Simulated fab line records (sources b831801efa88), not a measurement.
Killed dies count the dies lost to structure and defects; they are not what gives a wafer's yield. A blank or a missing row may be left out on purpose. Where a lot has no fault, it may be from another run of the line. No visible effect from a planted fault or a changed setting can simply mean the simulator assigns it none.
2 desks looking at one fault -- flow sky130 -- each desk has only its own numbers; what lay behind them comes last

## THE TOOL OWNER'S DESK: krfScanner-02
The tool's own readings at SKY_FIELD_ISO_EXPOSE_10 (exposes mask FOM, target cd 150 nm): means of the sampled wafers that have a number, for each lot that ran on this tool. The brackets show how far a lot's mean lies from the usual mean; more than 4 standard deviations puts the lot out of limits, marked OUT.
Columns: A = exposureDoseMJCm2 at SKY_FIELD_ISO_EXPOSE_10, usual 28.000
lot,first seen here,A
L588,day 2 03:08,28.019
L591,day 2 19:48,28.008
L592,day 3 02:32,27.990
L597,day 4 01:16,28.001
L605,day 5 18:43,30.856 (+98) OUT
L606,day 5 22:24,30.844 (+98) OUT
This desk's finding: out of limits on L605, L606; first on L605, day 5 18:43 (exposureDoseMJCm2 at SKY_FIELD_ISO_EXPOSE_10). L588, L591, L592, L597: within limits.

## AT THE METROLOGY DESK
What the gauges read, lot by lot, whatever tool the lot ran on: means of the sampled wafers that have a number. The brackets show how far a lot's mean lies from the usual mean; more than 4 standard deviations puts the lot out of limits, marked OUT.
Columns: A = cdNm at SKY_FIELD_ISO_CD_MEAS_13, usual 150.3 nm; B = FIELD_ISO_OXIDATION_01_THK at SKY_FIELD_ISO_THK_MEAS_23, usual 10.02 nm
lot,first seen here,A,B
L588,day 2 10:26,148.7,9.71
L591,day 3 02:51,149.8,9.89
L592,day 3 09:47,150.1,9.88
L593,day 3 14:43,152.3,9.92
L597,day 4 08:44,150.9,9.80
L599,day 4 19:35,152.2,10.08
L603,day 5 16:47,149.2,10.09
L604,day 5 21:50,149.1,10.22
L605,day 6 04:14,131.2 (-12) OUT,10.01
L606,day 6 07:27,132.7 (-11) OUT,10.08
L607,day 6 13:26,148.7,10.27
L610,day 7 05:34,149.8,9.90
This desk's finding: out of limits on L605, L606; first on L605, day 6 04:14 (cdNm at SKY_FIELD_ISO_CD_MEAS_13). L588, L591, L592, L593, L597, L599, L603, L604, L607, L610: within limits.

## PUT TOGETHER
The tool owner's desk could have raised an alarm at day 5 18:43, on L605, L606.
Metrology desk: alarm possible at day 6 04:14 on L605, L606.
Of the lots named, all ran SKY_FIELD_ISO_EXPOSE_10 on krfScanner-02.

## WHAT THE SIMULATOR HAD PUT IN
Drift in process parameters on krfScanner-02 at SKY_FIELD_ISO_EXPOSE_10, starting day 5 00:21. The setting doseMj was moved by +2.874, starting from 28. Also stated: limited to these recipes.
Shown lots that were struck: L605, L606.
Hours from the fault's start to each desk's first reading out of limits: the tool owner's desk, 18; the metrology desk, 28.
